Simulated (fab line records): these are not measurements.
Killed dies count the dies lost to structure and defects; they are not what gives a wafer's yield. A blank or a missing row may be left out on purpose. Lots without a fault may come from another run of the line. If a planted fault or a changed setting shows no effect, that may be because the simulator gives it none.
A lot that was struck, set against a sound lot | flow sky130 | 14 out of 708 route steps
Sound: these wafers, L872.1, L872.5, L872.6. Struck: wafer L880.1. (L880.3, L880.6 of the same lot were not struck and are left out.) The cause comes at the end.
Per side, at each step with rows, come the tool, then ch with its chambers, and then its first start. Under that, the readings that differ: sound wafers | struck wafers | difference of the means | sigmas: that difference in standard deviations of wafers without a fault.
alike: same words and numbers on both sides, and readings whose means sit less than 2 such deviations apart. not compared: any withheld reading, any reading some wafer has no value for, any bound like >300 that may hide the same value, and any number with overlapping values for which the record gives no deviation.
Wherever a step has rows on one side only, a row that says differs or no value, or a row with sigmas, the two part there. Non-overlapping numbers with no deviation appear without sigmas and do not part them. A reading that every wafer of one side lacks parts them only if that side has two wafers or more.

SKY_VIA3_CMP_02: polishes SiO2.
  sound on cmp-01 ch 0,1, day 40 16:04; struck on cmp-01 ch 1, day 43 07:22
  alike: motor current A
SKY_VIA3_BOW_MEAS_03:
  struck on film metro-02, day 43 07:37; sound on film metro-02, day 40 16:19
  alike: VIA3_BOW
then, 8 steps without rows for these wafers: SKY_VIA3_DEHYDRATE_04 (time 60 s); SKY_VIA3_HMDS_05 (prime time 60 s); SKY_VIA3_COAT_06 (resist thk 60 nm); SKY_VIA3_COAT_07 (resist thk 450 nm); SKY_VIA3_SOFTBAKE_08 (time 90 s); SKY_VIA3_EXPOSE_09 (exposes mask VIM3, target cd 200 nm); SKY_VIA3_PEB_10; SKY_VIA3_DEVELOP_11 (develop time 60 s).
SKY_VIA3_CD_MEAS_12 targets a cd of 200 nm.
  struck on cd sem-01, day 44 06:23; sound on cd sem-02, day 41 16:11
  reading    | sound             | struck | difference | sigmas
  cd nm (nm) | 201.0 200.6 200.7 | 197.3  | -3.5       | -2
SKY_VIA3_OVL_MEAS_13:
  struck on overlay-02, day 44 06:30; sound on overlay-02, day 41 16:18
  alike: VIA3_OVL
SKY_VIA3_ETCH_14: etches BARC in N2/H2, stops on SiO2, time 45.9 s, target depth 60 nm.
  sound on rie diel-04 ch 1,2,3, day 41 16:20; struck on rie diel-04 ch 3, day 44 06:32
  reading                                     | sound             | struck | difference | sigmas
  oes product au (a.u.)                       | 0.853 0.849 0.850 | 0.924  | +0.073     | +17
  run length s (s)                            | 74.6 74.0 74.5    | 70.3   | -4.1       | -10
  model.KrF-thick_of_VIA3_COAT_07.thk nm (nm) | 394.4 391.5 395.1 | 396.6  | +2.9       |
  alike: drypump motor current A, throttle valve pct
  not compared: rf hours counter h
SKY_VIA3_ETCH_15: etches SiO2 in C4F8/O2/Ar, stops on TiN, target depth 507 nm, time 78 s.
  sound on rie diel-04 ch 1,2,3, day 41 16:23; struck on rie diel-04 ch 3, day 44 06:35
  alike: oes product au, run length s
  not compared: rf hours counter h

## WHERE THEY PART
At SKY_VIA3_CD_MEAS_12 first; at SKY_VIA3_ETCH_14 last (within this record only). Later steps at which nothing parts them and some readings are alike: SKY_VIA3_ETCH_15.

WHY: whatever the simulator had introduced
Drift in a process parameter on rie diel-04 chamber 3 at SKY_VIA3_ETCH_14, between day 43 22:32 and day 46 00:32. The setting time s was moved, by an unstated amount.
